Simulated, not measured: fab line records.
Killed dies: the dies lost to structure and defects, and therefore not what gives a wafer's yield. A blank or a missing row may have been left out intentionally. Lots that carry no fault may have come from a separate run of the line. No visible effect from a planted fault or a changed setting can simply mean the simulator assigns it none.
Chamber matching | flow sky130 | cmp-01 running SKY_LI_CONTACT_CMP_02: 4 sister chambers
The step polishes PSG. 8 wafers are shown with their chamber, then 6 later ones without.

## WAFERS PAIRED WITH THEIR CHAMBERS
wafer  | chamber | motor current A (A) | time to endpoint s (s)
L565.4 | 2       | 11.6                | 37.1
L565.5 | 1       | 11.1                | 34.0
L565.6 | 0       | 12.0                | 34.5
L567.2 | 1       | 11.9                | 32.6
L567.5 | 0       | 12.1                | 34.7
L567.6 | 3       | 12.6                | 30.1
L568.2 | 2       | 11.3                | 35.3
L568.3 | 3       | 12.6                | 31.9

## WAFERS WITH NO CHAMBER GIVEN
wafer  | motor current A (A) | time to endpoint s (s)
L568.4 | 11.0                | 32.8
L570.4 | 12.0                | 35.3
L570.5 | 11.7                | 33.6
L570.6 | 11.8                | 35.3
L576.1 | 11.3                | 31.8
L576.6 | 11.9                | 32.2

## CHAMBER TAKEN BY EACH
wafer  | from the rows above          | in truth
L568.4 | can't be placed: 1 or 2      | 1
L570.4 | can't be placed: 0 or 2 or 1 | 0
L570.5 | can't be placed: 1 or 0 or 2 | 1
L570.6 | can't be placed: 0 or 2 or 1 | 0
L576.1 | 1                            | 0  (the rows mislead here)
L576.6 | can't be placed: 1 or 0 or 3 | 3
Placed correctly: 0 of 6. From these rows, 5 cannot be placed; in 5 the true chamber is one of the candidates. Placed wrongly: 1.
How it was worked out, from the rows above alone: a wafer's distance from a chamber is the root of the sum, over the readings, of the square of ((its reading less the chamber's mean) divided by the reading's scatter). The wafer belongs to the nearest chamber; if the next one is less than 2 further off, it can't be placed. Each chamber's mean is taken over the wafers shown for it. The scatter is the square root of a quotient: the sum, over the shown wafers, of each reading's squared deviation from its chamber's mean, divided by wafers minus chambers.
